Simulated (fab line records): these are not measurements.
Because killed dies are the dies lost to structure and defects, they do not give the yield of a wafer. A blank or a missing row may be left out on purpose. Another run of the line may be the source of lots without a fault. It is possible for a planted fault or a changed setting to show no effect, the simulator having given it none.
fab line records    flow sky130
record lots=7  wafers=21  last-day=51
route steps=708 shown VIA3@575
lots that met no fault: from a run of the same line without faults
start-h: hours from the record's first day to the start of the lot's first wafer shown    wait-h: time in hours since the lot's previous step    " the same as in the row above    L1.1+2: a row that stands for several wafers    - value missing, or start not given    * or withheld: withheld    < > ~ a bound
route shown NAME@n: NAME is a module with steps in the file, n the number in the route of the first one    usual: mean/standard deviation of fault-free wafers    same: alike in all rows    chamber/n: place in a boat    sites: the reading at each site    _std_site: standard deviation across them    _edge_site: the outer-site mean with the inner-site mean subtracted    radius-mm: how far each site lies from the wafer's centre    mask NAME#n: copy n    behind: the most recent tool/chamber to have shaped the wafer    hold: why the lot went on hold/how many hours it stayed there/how the hold came to an end    device: the transistor (n, p or np) that didn't switch    end of line: the same wafers' tests at the end of the route    a step with no rows: only its recipe    killed: at the first sort, the dies lost to defects and structure; wafer yield is something else    map: per-die view of a wafer (x killed, . not killed, _ where there is no die)
set.NAME: the setting the step ran with; set.NAME@STEP: the setting that earlier step ran with    model.NAME: the simulator's own value behind a step, which no gauge read
certain route steps with their lots: each step a table, each wafer a row
services: the hour from which a tool's chamber was out of use, counted from the record's first day as start-h (under 0 if before that day), plus the number of hours and why
## steps
# step SKY_VIA3_CMP_02
# recipe material=SiO2  down-force-psi=4  platen-rpm=60  pad-velocity-m-s=0.94248
# usual head-pressure-psi=4.001/0.0081  motor-current-A=12.5/1.5
lot.wafer  tool    chamber  start-h  wait-h  head-pressure-psi  motor-current-A
L618.3     cmp-01  3        946.28   0.0     4.017              15.8
L618.4     "       1        "        "       3.997              12.7
L618.2     "       2        "        "       4.002              13.3
L620.4     cmp-01  1        962.58   0.0     3.997              12.4
L620.3     "       3        "        "       4.004              15.1
L620.5     "       1        "        "       4.005              12.5
L621.1     cmp-01  3        966.02   0.1     4.008              15.6
L621.3     "       0        "        "       4.024              13.2
L621.4     "       2        "        "       4.011              14.0
L623.2     cmp-02  0        978.58   0.7     3.996              10.2
L623.6     "       3        "        "       3.996              10.9
L623.5     "       0        "        "       3.980              11.0
L630.2     cmp-02  0        1029.80  0.0     4.013              10.1
L630.1     "       1        "        "       4.007              12.3
L630.4     "       3        "        "       3.987              11.5
L631.4     cmp-02  1        1047.29  0.4     3.996              12.9
L631.1     "       0        "        "       4.000              10.2
L631.5     "       1        "        "       4.014              13.0
L634.2     cmp-01  1        1070.43  0.1     4.011              12.6
L634.6     "       0        "        "       4.005              12.9
L634.5     "       1        "        "       4.008              12.5
# step SKY_VIA3_BOW_MEAS_03
# recipe mode=bow
# usual VIA3_BOW=83/7.8
lot.wafer  tool           chamber  start-h  wait-h  VIA3_BOW[um]
L618.2     film-metro-02  -        946.60   0.1     72
L618.3     "              -        "        "       96
L618.4     "              -        "        "       84
L620.3     film-metro-04  -        962.92   0.2     79
L620.4     "              -        "        "       69
L620.5     "              -        "        "       75
L621.1     film-metro-04  -        966.32   0.2     87
L621.3     "              -        "        "       89
L621.4     "              -        "        "       100
L623.2     film-metro-02  -        978.85   0.2     101
L623.5     "              -        "        "       83
L623.6     "              -        "        "       80
L630.1     film-metro-04  -        1030.10  0.2     85
L630.2     "              -        "        "       85
L630.4     "              -        "        "       78
L631.1     film-metro-02  -        1047.59  0.1     91
L631.4     "              -        "        "       79
L631.5     "              -        "        "       80
L634.2     film-metro-03  -        1070.70  0.2     88
L634.5     "              -        "        "       85
L634.6     "              -        "        "       84
# step SKY_VIA3_DEHYDRATE_04
# recipe temp-c=200  time-s=60
# step SKY_VIA3_HMDS_05
# recipe prime-time-s=60  prime-temp-c=120
# step SKY_VIA3_COAT_06
# recipe resist=BARC  temp-c=withheld  time-s=withheld  spin-rpm=3000  resist-thk-nm=60
# step SKY_VIA3_COAT_07
# recipe resist=KrF-thick  spin-rpm=3000  resist-thk-nm=450
# step SKY_VIA3_SOFTBAKE_08
# recipe temp-c=100  time-s=90  resist=KrF-thick
# step SKY_VIA3_EXPOSE_09
# recipe mask-id=VIM3  na=0.8  source-shape=annular  sigma-inner=0.55  sigma-outer=0.85  target-cd-nm=200  dose-mj=38
# step SKY_VIA3_PEB_10
# recipe peb-temp-c=withheld  peb-time-s=withheld  resist=KrF-thick
# step SKY_VIA3_DEVELOP_11
# recipe develop-time-s=60  resist=KrF-thick  dev-temp-c=21
# step SKY_VIA3_CD_MEAS_12
# recipe target-cd-nm=200
# usual cd-nm=200.4/1.3
lot.wafer  tool       chamber  start-h  wait-h  cd-nm
L618.2     cd-sem-01  -        971.45   -       201.3
L618.3     "          -        "        "       202.1
L618.4     "          -        "        "       201.4
L620.3     cd-sem-02  -        987.08   -       199.9
L620.4     "          -        "        "       200.0
L620.5     "          -        "        "       199.1
L621.1     cd-sem-02  -        990.13   -       200.5
L621.3     "          -        "        "       198.6
L621.4     "          -        "        "       200.8
L623.2     cd-sem-02  -        1003.38  -       204.3
L623.5     "          -        "        "       202.7
L623.6     "          -        "        "       202.0
L630.1     cd-sem-01  -        1053.08  -       200.8
L630.2     "          -        "        "       199.1
L630.4     "          -        "        "       199.3
L631.1     cd-sem-01  -        1070.39  -       202.0
L631.4     "          -        "        "       203.4
L631.5     "          -        "        "       201.0
L634.2     cd-sem-02  -        1092.80  -       201.3
L634.5     "          -        "        "       200.3
L634.6     "          -        "        "       200.0
# step SKY_VIA3_OVL_MEAS_13
# usual VIA3_OVL=4/6.2
lot.wafer  tool        chamber  start-h  wait-h  VIA3_OVL[nm]
L618.2     overlay-01  -        971.55   0.1     6
L618.3     "           -        "        "       15
L618.4     "           -        "        "       4
L620.3     overlay-01  -        987.17   0.1     0
L620.4     "           -        "        "       -9
L620.5     "           -        "        "       9
L621.1     overlay-01  -        990.25   0.1     11
L621.3     "           -        "        "       6
L621.4     "           -        "        "       -2
L623.2     overlay-02  -        1003.49  0.1     6
L623.5     "           -        "        "       0
L623.6     "           -        "        "       1
L630.1     overlay-01  -        1053.20  0.1     22
L630.2     "           -        "        "       11
L630.4     "           -        "        "       1
L631.1     overlay-02  -        1070.51  0.1     3
L631.4     "           -        "        "       11
L631.5     "           -        "        "       3
L634.2     overlay-01  -        1092.90  0.1     -1
L634.5     "           -        "        "       1
L634.6     "           -        "        "       2
# step SKY_VIA3_ETCH_14
# recipe chemistry=N2/H2  target=BARC  ion-energy-ev=200  source-w=500  bias-w=100  pressure-mtorr=30  n2-flow-sccm=100  h2-flow-sccm=200  stop-on=SiO2  time-s=45.9  target-depth-a=600
# usual bias-w=99.97/0.29  chamber-pressure-mTorr=30.000/0.026  drypump-motor-current-A=5.7/0.41  oes-product-au=0.855/0.0048  throttle-valve-pct=13.226/0.0084
lot.wafer  tool         chamber  start-h  wait-h  bias-w  chamber-pressure-mTorr  drypump-motor-current-A  oes-product-au  rf-hours-counter-h  throttle-valve-pct  model.KrF-thick_of_VIA3_COAT_07.thk-nm
L618.2     rie-diel-01  2        971.58   0.0     -       -                       -                        -               -                   -                   436
L618.3     "            3        "        "       -       -                       -                        -               -                   -                   436.2
L618.4     "            0        "        "       -       -                       -                        -               -                   -                   436
L620.3     rie-diel-03  2        987.20   0.0     -       -                       -                        -               -                   -                   436.1
L620.4     "            1        "        "       -       -                       -                        -               -                   -                   434.8
L620.5     "            0        "        "       -       -                       -                        -               -                   -                   435.9
L621.1     rie-diel-01  3        990.28   0.0     -       -                       -                        -               -                   -                   435.7
L621.3     "            1        "        "       -       -                       -                        -               -                   -                   436.3
L621.4     "            0        "        "       -       -                       -                        -               -                   -                   435.6
L623.2     rie-diel-03  1        1003.52  0.0     100.07  29.981                  5.5                      0.850           17                  13.233              394
L623.5     "            1        "        "       100.15  30.000                  5.5                      0.857           -                   13.220              394.2
L623.6     "            0        "        "       99.98   29.953                  5.8                      0.863           -                   13.239              393.3
L630.1     rie-diel-03  0        1053.23  0.0     99.99   30.005                  5.7                      0.854           1                   13.220              391.5
L630.2     "            3        "        "       100.12  29.974                  5.8                      0.858           14                  13.233              391.6
L630.4     "            1        "        "       100.10  29.936                  5.5                      0.848           19                  13.214              390.1
L631.1     rie-diel-03  1        1070.55  0.0     100.18  29.992                  5.5                      0.860           19                  13.231              391
L631.4     "            2        "        "       100.25  30.030                  6.4                      0.853           3                   13.220              390.5
L631.5     "            0        "        "       99.85   29.992                  5.7                      0.848           -                   13.225              391.3
L634.2     rie-diel-03  2        1092.93  0.0     100.46  29.980                  6.4                      0.855           4                   13.224              393
L634.5     "            1        "        "       100.05  29.994                  5.5                      0.854           -                   13.229              393
L634.6     "            0        "        "       99.53   30.006                  5.7                      0.862           -                   13.230              395.3
# step SKY_VIA3_ETCH_15
# recipe target=SiO2  chemistry=C4F8/O2/Ar  target-depth-nm=507  stop-on=TiN  mask-material=KrF-thick  source-w=1500  bias-w=1200  pressure-mtorr=40  c4f8-flow-sccm=withheld  O2_flow_sccm=6  Ar_flow_sccm=300  time-s=78
# usual bias-w=1200/3.4  chamber-pressure-mTorr=40.00/0.031  oes-product-au=0.946/0.0049
lot.wafer  tool         chamber  start-h  wait-h  bias-w  chamber-pressure-mTorr  oes-product-au  model.KrF-thick_of_VIA3_COAT_07.thk-nm
L618.2     rie-diel-01  2        971.62   0.0     1197    39.93                   0.370           333.9
L618.3     "            3        "        "       1196    40.05                   0.374           333.3
L618.4     "            0        "        "       1199    40.01                   0.375           334.1
L620.3     rie-diel-03  2        987.24   0.0     1197    40.00                   0.371           335.6
L620.4     "            1        "        "       1198    39.99                   0.370           332.9
L620.5     "            0        "        "       1196    39.98                   0.372           333.8
L621.1     rie-diel-01  3        990.32   0.0     1190    40.04                   0.376           332.6
L621.3     "            1        "        "       1203    40.01                   0.373           334.2
L621.4     "            0        "        "       1197    39.96                   0.376           334.2
L623.2     rie-diel-03  1        1003.56  0.0     1197    39.97                   0.950           292.6
L623.5     "            1        "        "       1204    40.00                   0.952           292.1
L623.6     "            0        "        "       1197    39.97                   0.938           290.5
L630.1     rie-diel-03  0        1053.27  0.0     1196    40.03                   0.947           291.2
L630.2     "            3        "        "       1198    40.07                   0.948           289
L630.4     "            1        "        "       1195    39.94                   0.950           287.5
L631.1     rie-diel-03  1        1070.59  0.0     1201    39.97                   0.940           288.7
L631.4     "            2        "        "       1199    40.03                   0.947           288.1
L631.5     "            0        "        "       1199    40.01                   0.951           291.2
L634.2     rie-diel-03  2        1092.97  0.0     1195    40.00                   0.944           290.3
L634.5     "            1        "        "       1196    39.98                   0.947           290.6
L634.6     "            0        "        "       1201    39.96                   0.940           294.7
# step SKY_VIA3_STRIP_16
# recipe chemistry=O2/N2  power-w=1400  pressure-mtorr=1500  platen-temp-c=withheld  o2-flow-sccm=3000  n2-flow-sccm=300  overash-fraction=0.5
# usual drypump-motor-current-A=6.0/0.52  oes-product-au=0.402/0.0044  strip-time-to-endpoint-s=4.127/0.021
lot.wafer  tool             chamber  start-h  wait-h  drypump-motor-current-A  oes-product-au  rf-hours-counter-h  strip-time-to-endpoint-s
L618.2     plasma-asher-03  1        971.68   0.0     6.4                      0.414           108                 4.564
L618.3     "                0        "        "       5.4                      0.421           -                   4.574
L618.4     "                1        "        "       6.4                      0.425           -                   4.566
L620.3     plasma-asher-01  1        987.33   0.1     6.5                      0.426           -                   4.593
L620.4     "                0        "        "       6.4                      0.422           -                   4.560
L620.5     "                0        "        "       6.4                      0.433           -                   4.580
L621.1     plasma-asher-01  1        990.38   0.0     6.5                      0.421           90                  4.554
L621.3     "                1        "        "       6.5                      0.421           -                   4.558
L621.4     "                0        "        "       6.4                      0.428           -                   4.580
L623.2     plasma-asher-02  0        1003.62  0.0     5.4                      0.404           55                  4.137
L623.5     "                0        "        "       5.4                      0.409           -                   4.137
L623.6     "                1        "        "       5.4                      0.401           -                   4.132
L630.1     plasma-asher-03  1        1053.33  0.0     6.5                      0.400           117                 4.148
L630.2     "                0        "        "       5.4                      0.393           117                 4.120
L630.4     "                1        "        "       6.4                      0.392           -                   4.080
L631.1     plasma-asher-03  0        1070.65  0.0     5.4                      0.403           1                   4.109
L631.4     "                1        "        "       6.4                      0.399           -                   4.109
L631.5     "                1        "        "       6.4                      0.400           -                   4.124
L634.2     plasma-asher-01  1        1093.03  0.0     6.5                      0.404           101                 4.106
L634.5     "                0        "        "       6.5                      0.399           -                   4.108
L634.6     "                1        "        "       6.5                      0.407           -                   4.154
# step SKY_VIA3_STRIP_17
# recipe chemistry=post-etch-residue-remover  time-s=1200  temp-c=72.5
## services
tool             chamber  start-h  hours  kind
plasma-asher-03  -        932.99   3.8    repair
rie-diel-01      3        946.16   3.8    repair
plasma-asher-01  -        947.69   1.3    repair
rie-diel-03      2        954.51   -      clean
rie-diel-03      2        954.51   25.1   scheduled-down
rie-diel-03      2        954.51   25.1   vent-cycle
cmp-02           -        962.96   6.8    pm
plasma-asher-02  -        967.48   15.6   pm
cmp-01           -        969.76   14.7   pm
rie-diel-03      0        1012.27  -      clean
rie-diel-03      0        1012.27  16.3   scheduled-down
rie-diel-01      0        1027.72  2.6    repair
rie-diel-03      -        1028.05  0.4    repair
rie-diel-03      3        1039.49  2.2    repair
cmp-01           -        1042.16  0.9    repair
rie-diel-01      0        1044.58  5.7    repair
cmp-01           -        1046.11  2.8    pm
plasma-asher-03  -        1055.25  9.0    pm
rie-diel-03      1        1058.59  1.6    repair
cmp-02           -        1074.13  1.3    repair
plasma-asher-03  -        1076.97  12.3   repair
rie-diel-03      -        1078.68  1.5    repair
cmp-02           -        1080.81  2.9    repair
cmp-01           -        1084.11  4.0    pm
## key
first-sign step=SKY_VIA3_ETCH_14  reading=tool-record  direction=missing
effect step=SKY_VIA3_ETCH_15  reading=oes-product-au  direction=down  sigmas=99+  usual=0.946  struck=0.373
effect step=SKY_VIA3_STRIP_16  reading=strip-time-to-endpoint-s  direction=up  sigmas=21  usual=*  struck=*
model-effect step=SKY_VIA3_ETCH_14  value=KrF-thick_of_VIA3_COAT_07.thk-nm  without=392.5  struck=435.9
model-effect step=SKY_VIA3_ETCH_15  value=KrF-thick_of_VIA3_COAT_07.thk-nm  without=290.5  struck=333.8
met-at SKY_VIA3_ETCH_14
struck-wafers L618.2,L618.3,L618.4,L620.3,L620.4,L620.5,L621.1,L621.3,L621.4
later-rows-left-out L618.2,L618.3,L618.4,L620.3,L620.4,L620.5,L621.1,L621.3,L621.4
sort-left-out L618.2,L618.3,L618.4,L620.3,L620.4,L620.5,L621.1,L621.3,L621.4
fault kind=skipped-step-whole  tool=rie-diel-01,rie-diel-03  chamber=-  onset-h=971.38  steps=SKY_VIA3_ETCH_14  scope=struck-lots-only
# sort-left-out: the simulated sort isn't trusted on such a fault, so these wafers' sort isn't shown, and their yield isn't known
# later-rows-left-out: the simulator's readings of these wafers behind a module that went badly wrong aren't trusted and aren't shown, but for the sort
